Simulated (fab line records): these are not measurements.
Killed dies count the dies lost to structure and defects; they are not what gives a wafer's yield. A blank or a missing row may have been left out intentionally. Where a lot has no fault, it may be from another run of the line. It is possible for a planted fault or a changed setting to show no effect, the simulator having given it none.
A lot that was struck, set against a sound lot + flow gf180mcu + 22 out of 602 route steps
Sound: wafers L101.1, L101.3, L101.5. Wafers L105.1, L105.2, L105.5 were the ones struck. Last of all comes the cause.
Order at every step that has rows: each side's tool, ch and its chambers, its first start. Under that, the readings that differ: sound wafers + struck wafers + difference of the means + sigmas: that difference in standard deviations of wafers without a fault.
alike: same words and numbers on both sides, and readings whose means sit less than 2 such deviations apart. not compared: any withheld reading, any reading some wafer has no value for, any bound like >300 that may hide the same value, and any number with overlapping values for which the record gives no deviation.
A row with sigmas, a row that says differs or no value, or rows on one side alone: a step with any of these is where the two part. Numbers that have no deviation but don't overlap get no sigmas and don't part them. Lack of a reading on every wafer of one side parts them only where that side has two or more wafers.

first, 5 steps without rows for these wafers: GF_MVPSD_COAT_02 (resist thk 3000 nm); GF_MVPSD_SOFTBAKE_03; GF_MVPSD_EXPOSE_04 (exposes mask MVPSD, target cd 1000 nm); GF_MVPSD_PEB_05; GF_MVPSD_DEVELOP_06 (develop time 60 s).
GF_MVPSD_OVL_MEAS_07:
  struck on overlay-02, day 6 04:49; sound on overlay-02, day 5 03:23
| reading        | sound          | struck      | difference | sigmas |
|----------------|----------------|-------------|------------|--------|
| MVPSD_OVL (nm) | -3.5 -1.9 -2.7 | 0.0 1.0 0.6 | +3.2       | +2     |
then, 2 steps without rows for these wafers: GF_MVPSD_IMPLANT_08; GF_MVPSD_IMPLANT_09.
GF_MVPSD_STRIP_10: strips in O2/N2.
  sound on plasma asher-01 ch 0,1, day 5 03:44; struck on plasma asher-04 ch 0,1, day 6 05:09
  alike: drypump motor current A, heater power w, oes product au, strip time to endpoint s
  not compared: rf hours counter h
GF_MVPSD_TW_MEAS_11:
  struck on film metro-01, day 6 05:15; sound on film metro-03, day 5 03:50
  alike: MVPSD_TW
then, 2 steps without rows for these wafers: GF_VT_IMPLANT_DEHYDRATE_00 (time 60 s); GF_VT_IMPLANT_HMDS_01 (prime time 60 s).
GF_VT_IMPLANT_COAT_02: resist thk 1000 nm.
  sound on litho track-04 ch 0, day 5 10:34; struck on litho track-04 ch 0, day 6 12:49
| reading                                         | sound                | struck               | difference | sigmas |
|-------------------------------------------------|----------------------|----------------------|------------|--------|
| spin speed rpm (rpm)                            | 2995.9 2999.7 2998.9 | 3081.7 3077.9 3077.4 | +80.8      | +35    |
| model.NOVOLAK_of_VT_IMPLANT_COAT_02.thk nm (nm) | 1006 1007 1004       | 985.6 990.6 989.7    | -17.0      |        |
then, 3 steps without rows for these wafers: GF_VT_IMPLANT_SOFTBAKE_03 (time 60 s); GF_VT_IMPLANT_EXPOSE_04 (exposes mask LVPWELL LV AREA, target cd 600 nm); GF_VT_IMPLANT_PEB_05.
GF_VT_IMPLANT_DEVELOP_06: develop time 60 s.
  sound on litho track-03 ch 0, day 5 17:32; struck on litho track-04 ch 0, day 6 20:34
| reading                                         | sound          | struck            | difference | sigmas |
|-------------------------------------------------|----------------|-------------------|------------|--------|
| model.NOVOLAK_of_VT_IMPLANT_COAT_02.thk nm (nm) | 1006 1007 1004 | 985.2 990.2 989.3 | -17.4      |        |
GF_VT_IMPLANT_OVL_MEAS_07:
  struck on overlay-02, day 6 20:43; sound on overlay-02, day 5 17:41
  alike: VT_IMPLANT_OVL
then, 1 step without rows for these wafers: GF_VT_IMPLANT_IMPLANT_08.
GF_VT_IMPLANT_STRIP_09: strips in O2/N2.
  sound on plasma asher-03 ch 0,1, day 5 17:53; struck on plasma asher-04 ch 0,1, day 6 20:54
| reading                      | sound             | struck            | difference | sigmas |
|------------------------------|-------------------|-------------------|------------|--------|
| strip time to endpoint s (s) | 12.70 12.70 12.70 | 12.46 12.51 12.51 | -0.21      | -6     |
  alike: drypump motor current A, heater power w, oes product au
  not compared: rf hours counter h
GF_VT_IMPLANT_TW_MEAS_10:
  struck on film metro-02, day 6 21:00; sound on film metro-02, day 5 17:59
  alike: VT_IMPLANT_TW
GF_PASSIVATION_PROBE_99:
  rows exist in the record for the sound wafers here (prober-01, day 29 02:16), none for the struck ones

== WHERE THEY PART ==
At GF_MVPSD_OVL_MEAS_07 first; at GF_PASSIVATION_PROBE_99 last (within this record only).

WHY: whatever the simulator had introduced
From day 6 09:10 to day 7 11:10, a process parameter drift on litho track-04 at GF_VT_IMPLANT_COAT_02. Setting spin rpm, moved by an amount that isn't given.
